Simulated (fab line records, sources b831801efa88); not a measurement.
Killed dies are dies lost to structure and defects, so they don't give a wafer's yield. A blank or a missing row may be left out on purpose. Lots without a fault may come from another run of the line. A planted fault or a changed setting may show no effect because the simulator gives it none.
Chamber matching | flow sky130 | SKY_POLY_CUT_ETCH_11 on rie_diel-03: 4 sister chambers
The step etches Si3N4 in CF4/CH2F2/Ar, stops on poly-Si, time 42.5 s, target depth 60 nm. 8 wafers are shown with their chamber, then 7 later ones without.

WAFERS WITH THEIR CHAMBER
wafer  | chamber | drypump_motor_current_A (A) | ch2f2_flow_sccm (sccm)
L533.3 | 3       | 5.2                         | 20.04
L538.3 | 3       | 5.2                         | 19.95
L538.4 | 2       | 5.9                         | 19.97
L546.2 | 0       | 5.3                         | 20.04
L546.5 | 0       | 5.3                         | 20.00
L546.6 | 1       | 6.0                         | 20.09
L549.1 | 1       | 5.9                         | 20.14
L549.2 | 2       | 5.8                         | 19.91

WAFERS WITHOUT THEIR CHAMBER
wafer  | drypump_motor_current_A (A) | ch2f2_flow_sccm (sccm)
L549.3 | 5.3                         | 20.10
L550.3 | 5.2                         | 19.92
L550.4 | 5.3                         | 20.01
L550.5 | 6.0                         | 19.90
L553.1 | 5.9                         | 19.98
L553.4 | 5.3                         | 19.99
L553.5 | 5.2                         | 20.03

WHICH CHAMBER EACH WENT THROUGH
wafer  | from the rows above     | in truth
L549.3 | can't be placed: 0 or 3 | 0
L550.3 | can't be placed: 3 or 0 | 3
L550.4 | can't be placed: 0 or 3 | 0
L550.5 | can't be placed: 2 or 1 | 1
L553.1 | can't be placed: 2 or 1 | 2
L553.4 | can't be placed: 0 or 3 | 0
L553.5 | can't be placed: 3 or 0 | 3
Placed correctly: 0 of 7. Can't be placed from these rows: 7 (the true chamber is among the candidates in 7). Placed wrongly: 0.
How it was worked out, from the rows above alone: a wafer's distance from a chamber is the root of the sum, over the readings, of the square of ((its reading less the chamber's mean) divided by the reading's scatter). The wafer belongs to the nearest chamber; if the next one is less than 2 further off, it can't be placed. A chamber's mean is the mean of its shown wafers. The scatter: the root of (the sum of the squares of (reading less its chamber's mean) over the shown wafers, divided by (wafers less chambers)).
